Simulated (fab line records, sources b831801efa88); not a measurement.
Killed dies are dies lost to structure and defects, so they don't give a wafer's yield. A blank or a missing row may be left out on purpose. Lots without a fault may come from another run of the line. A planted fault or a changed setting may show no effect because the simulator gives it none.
Problem report in the 8D (eight disciplines) form, filled by code | flow sky130 | the parts of the form that need people (team, actions taken, sign-off) are left out

1. THE PROBLEM
susceptor_temp_C at SKY_VIA2_CVD_21 reads a mean of 402.51 C on 9 wafers of 3 lots; wafers without a fault read 399.99 C with a standard deviation of 0.19. That is +13 standard deviations from the usual mean.
The step: deposits W, target thk 420 nm, time 126.4 s.
First seen on wafer L975.1, day 41 14:05, on cvd_w-02. The record holds 39 wafers of 13 lots with a number at this step. Rule for "out", or "out of limits": more than 4 standard deviations from the usual mean. The other wafers with a number count as sound.

2. WHAT IT IS AND WHAT IT IS NOT
question                    | is                     | is not
which readings at this step | susceptor_temp_C       | heater_power_w
which lots                  | L975, L976, L977       | L959, L960, L961, L962, L966, L967, L968, L970, L979, L980
which wafers of those lots  | all that have a number | -
read on which tools         | cvd_w-02               | cvd_w-01
when                        | from day 41 14:05      | up to then (24 sound wafers); but 6 sound wafers of L979, L980 came after

3. SUSPECTS, AND WHAT RULES EACH OUT
Counting: a tool at a process step up to the reading stays a suspect if it ran every lot that is out and no sound lot after the first of them.
- cvd_w-02 at SKY_VIA2_CVD_21 (deposits W, target thk 420 nm, time 126.4 s): kept. It ran every lot that is out, first L975 (day 41 14:05), and no sound lot after that; its last sound lot up to then is L970 (day 40 03:36). Its own readings are out on those wafers: susceptor_temp_C.
Left after counting: cvd_w-02 at SKY_VIA2_CVD_21.

4. THE CAUSE (what the simulator had put in)
Process parameter drift: cvd_w-02, from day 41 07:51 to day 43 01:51, at SKY_VIA2_CVD_21. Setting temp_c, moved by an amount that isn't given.
Counting left only this tool.

5. THE CHAIN OF EFFECTS, in route order
Each row: a reading whose mean over the struck wafers that have a number lies more than 3 standard deviations from the usual. Only readings for which the record gives a usual standard deviation are gone through. hours: the time from each lot's start at the first step in this table that gives one to its start at this step, as a median over the lots. sigmas: the change in usual standard deviations.
hours | step            | reading          | usual    | on struck wafers | change | sigmas
0     | SKY_VIA2_CVD_21 | susceptor_temp_C | 399.99 C | 402.51           | +2.52  | +13
The process steps in it:
- SKY_VIA2_CVD_21: deposits W, target thk 420 nm, time 126.4 s.
Later measuring or inspecting steps at which every struck wafer that the step has a row for has a number for every such reading, and none has moved that far: SKY_CAPM_THK_MEAS_01.

6. WHAT WOULD HAVE CAUGHT IT SOONER
In this record the first reading out of limits was taken at day 41 14:05, 6 hours after the fault began at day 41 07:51.
